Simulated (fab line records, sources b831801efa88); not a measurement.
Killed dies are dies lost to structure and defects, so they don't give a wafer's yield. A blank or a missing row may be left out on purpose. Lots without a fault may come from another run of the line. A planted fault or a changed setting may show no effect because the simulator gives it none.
A struck lot beside a sound one | flow sky130 | 20 steps out of a route of 708
Sound: wafers L906.2, L906.3, L906.4. Struck: wafers L917.2, L917.4, L917.5. The cause comes at the end.
At each step with rows: each side's tool, then ch and its chambers, then its first start. Under that, the readings that differ: sound wafers | struck wafers | difference of the means | sigmas: that difference in standard deviations of wafers without a fault.
alike: readings whose means differ by less than 2 such deviations, and words and numbers that are the same on both sides. not compared: withheld readings, readings that some wafer has no value for, bounds like >300 that may hide the same value, and numbers for which the record gives no deviation and whose values overlap.
The two part at a step that has a row with sigmas, a row that says differs or no value, or rows on one side only. Numbers that don't overlap but have no deviation are shown without sigmas and don't part them. A reading that every wafer of one side lacks parts them only if that side has two wafers or more.

SKY_METAL4_SPUTTER_01: material TiN, target thk 20 nm, time 16.7 s.
  sound on pvd_sputter-01, day 40 00:25; struck on pvd_sputter-03, day 43 22:29
  alike: throttle_valve_pct
then, 1 step without rows for these wafers: SKY_METAL4_SPUTTER_02 (material AlCu, target thk 735 nm, time 39.1 s).
SKY_METAL4_SPUTTER_03: material Ti, target thk 5 nm, time 3.3 s.
  sound on pvd_sputter-01, day 40 00:29; struck on pvd_sputter-03, day 43 22:33
  alike: throttle_valve_pct
then, 1 step without rows for these wafers: SKY_METAL4_SPUTTER_04 (material TiN, target thk 70 nm, time 58.3 s).
SKY_CAP2M_CVD_00: deposits SiO2, target thk 15.5 nm.
  sound on pecvd-01 ch 1,2, day 40 00:33; struck on pecvd-01 ch 0,1, day 43 22:37
  alike: heater_power_w
SKY_CAP2M_THK_MEAS_01:
  sound on film_metro-03, day 40 00:35; struck on film_metro-04, day 43 22:39
  reading               | sound             | struck            | difference | sigmas
  CAP2M_CVD_00_THK (nm) | 14.95 14.94 15.05 | 15.76 15.95 15.69 | +0.82      | +4
SKY_CAP2M_SPUTTER_02: material TiN, target thk 200 nm, time 166.7 s.
  sound on pvd_sputter-04, day 40 00:38; struck on pvd_sputter-04, day 43 22:42
  alike: throttle_valve_pct
SKY_CAP2M_RS_MEAS_03: measures by four-point-probe.
  sound on film_metro-02, day 40 00:46; struck on film_metro-03, day 43 22:50
  alike: CAP2M_TIN_RS
SKY_CAP2M_THK_MEAS_04: measures by xrf.
  sound on film_metro-02, day 40 00:52; struck on film_metro-03, day 43 22:56
  alike: CAP2M_TIN_THK
then, 3 steps without rows for these wafers: SKY_CAP2M_DEHYDRATE_05 (time 60 s); SKY_CAP2M_HMDS_06 (prime time 60 s); SKY_CAP2M_COAT_07 (resist thk 1140 nm).
SKY_CAP2M_SOFTBAKE_08: time 60 s.
  sound on litho_track-03 ch 0, day 40 12:51; struck on litho_track-02 ch 0, day 44 09:49
  reading                  | sound             | struck            | difference | sigmas
  heater_power_total_W (W) | 56.55 56.63 56.64 | 54.11 54.24 54.08 | -2.46      | -59
  plate_temp_C (C)         | 89.93 89.97 90.05 | 87.15 87.24 87.45 | -2.70      | -21
  alike: exhaust_pa
then, 2 steps without rows for these wafers: SKY_CAP2M_EXPOSE_09 (exposes mask CAP2M, target cd 1000 nm); SKY_CAP2M_PEB_10.
SKY_CAP2M_DEVELOP_11: develop time 60 s.
  sound on litho_track-01 ch 0, day 41 00:55; struck on litho_track-02 ch 0, day 44 21:22
  reading                                    | sound          | struck         | difference | sigmas
  model.NOVOLAK_of_CAP2M_COAT_07.thk_nm (nm) | 1140 1141 1145 | 1150 1149 1152 | +8         |
  alike: exhaust_pa
SKY_CAP2M_OVL_MEAS_12:
  sound on overlay-01, day 41 01:03; struck on overlay-01, day 44 21:30
  alike: CAP2M_OVL
SKY_CAP2M_METAL_ETCH_13: etches TiN in Cl2/BCl3, stops on SiO2, target depth 220 nm, time 62.9 s.
  sound on rie_metal-03 ch 0,1, day 41 01:05; struck on rie_metal-03 ch 0,1, day 44 21:32
  reading                                    | sound           | struck         | difference | sigmas
  model.NOVOLAK_of_CAP2M_COAT_07.thk_nm (nm) | 992.1 993.9 997 | 1002 1001 1003 | +8         |
  alike: drypump_motor_current_A, he_backside_leak_sccm, oes_product_au, throttle_valve_pct
  not compared: rf_hours_counter_h
SKY_CAP2M_STRIP_14: strips in O2/N2.
  sound on plasma_asher-01 ch 0,1, day 41 01:10; struck on plasma_asher-01 ch 0,1, day 44 21:36
  alike: drypump_motor_current_A, oes_product_au, strip_time_to_endpoint_s
  not compared: rf_hours_counter_h
-- the record jumps here: 4 days lie between the struck wafers' starts before and after (it left off in module CAP2M and takes up again in module PAD_OPEN, whose first step shown is number 708 of the route) --
SKY_PAD_OPEN_PROBE_99:
  sound on prober-01, day 46 00:58; struck on prober-01, day 49 07:12
  alike: defect_limited_yield, killed_at_M0_to_M3, killed_at_M4_up, killed_at_contacts, killed_at_front_end, killed_at_other, killed_dies, killed_open, killed_short, sort_bin_3_pad_short, sort_bin_5_function, sort_bin_6_memory, sort_n_pass, sort_yield_pct

WHERE THEY PART
First at SKY_CAP2M_THK_MEAS_01; last, within this record, at SKY_CAP2M_SOFTBAKE_08. Later steps at which nothing parts them and some readings are alike: SKY_CAP2M_DEVELOP_11, SKY_CAP2M_OVL_MEAS_12, SKY_CAP2M_METAL_ETCH_13, SKY_CAP2M_STRIP_14, SKY_PAD_OPEN_PROBE_99.

WHY: what the simulator had put in
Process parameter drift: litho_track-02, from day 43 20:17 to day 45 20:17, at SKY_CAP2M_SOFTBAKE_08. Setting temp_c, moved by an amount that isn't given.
